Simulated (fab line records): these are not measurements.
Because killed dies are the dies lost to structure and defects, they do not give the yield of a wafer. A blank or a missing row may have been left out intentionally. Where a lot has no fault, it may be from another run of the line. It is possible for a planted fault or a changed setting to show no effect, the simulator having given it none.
Which of the tools did it? | flow gf180mcu | route of 602 steps, sampled at 1 step: 13 lots, 39 wafers

## WHAT EACH GAUGE READ, for each wafer
GF_V2_THK_MEAS_01.
lot  | measured     | on           | V2_CVD_00_THK (nm)
L909 | day 19 10:14 | filmMetro-04 | 604 593 608
L910 | day 19 14:29 | filmMetro-03 | 601 598 600
L911 | day 20 07:24 | filmMetro-03 | 597 603 605
L912 | day 20 11:22 | filmMetro-02 | 592 594 585
L913 | day 20 22:08 | filmMetro-04 | 600 592 602
L914 | day 21 10:05 | filmMetro-04 | 594 592 586
L920 | day 23 11:38 | filmMetro-02 | 594 585 596
L924 | day 24 21:05 | filmMetro-03 | 593 600 597
L927 | day 25 18:38 | filmMetro-04 | 589 594 596
L928 | day 26 00:28 | filmMetro-02 | 606 599 596
L929 | day 26 07:39 | filmMetro-04 | 596 594 588
L930 | day 26 14:53 | filmMetro-02 | 605 608 614
L931 | day 27 00:41 | filmMetro-03 | 593 595 594

## TOOL THAT RAN EACH LOT (tool first, then ch and the chambers of the sampled wafers, then the start)
Before these readings, the record contains no process step.

## AS READ BY THE TOOLS THEMSELVES (means over the sampled wafers that have a number; for cases with no such wafer, the mark the record gives instead)
The record holds no such reading with a usual standard deviation.

## THE ANSWER, worked out from the rows above alone
Rule: usual is defined by the lots themselves. Put in order of their means at a reading, lots are off if they are a third of the lots or fewer, leave a main group of 4 or more, and stand apart from it by a gap of 3 or more times the standard deviation of the main group's means; of several such gaps the widest counts. If all means in a main group match to the digits the tables above print for the reading, that group is not used. Also off: a lot with no number at a reading for which 4 or more lots have one. Where the step has rows for the other lots, those lots are counted as sound. The gauges are gone through in route order, then the tools' own readings, and for those a lot's mean is taken as printed above. The first step at which some lot is off is used, and at that step the reading that is off furthest; a lot without a number counts as furthest.
Across all readings shown, no lot is off: no conclusion can be drawn from this.

## WHAT THE SIMULATOR HAD INSERTED
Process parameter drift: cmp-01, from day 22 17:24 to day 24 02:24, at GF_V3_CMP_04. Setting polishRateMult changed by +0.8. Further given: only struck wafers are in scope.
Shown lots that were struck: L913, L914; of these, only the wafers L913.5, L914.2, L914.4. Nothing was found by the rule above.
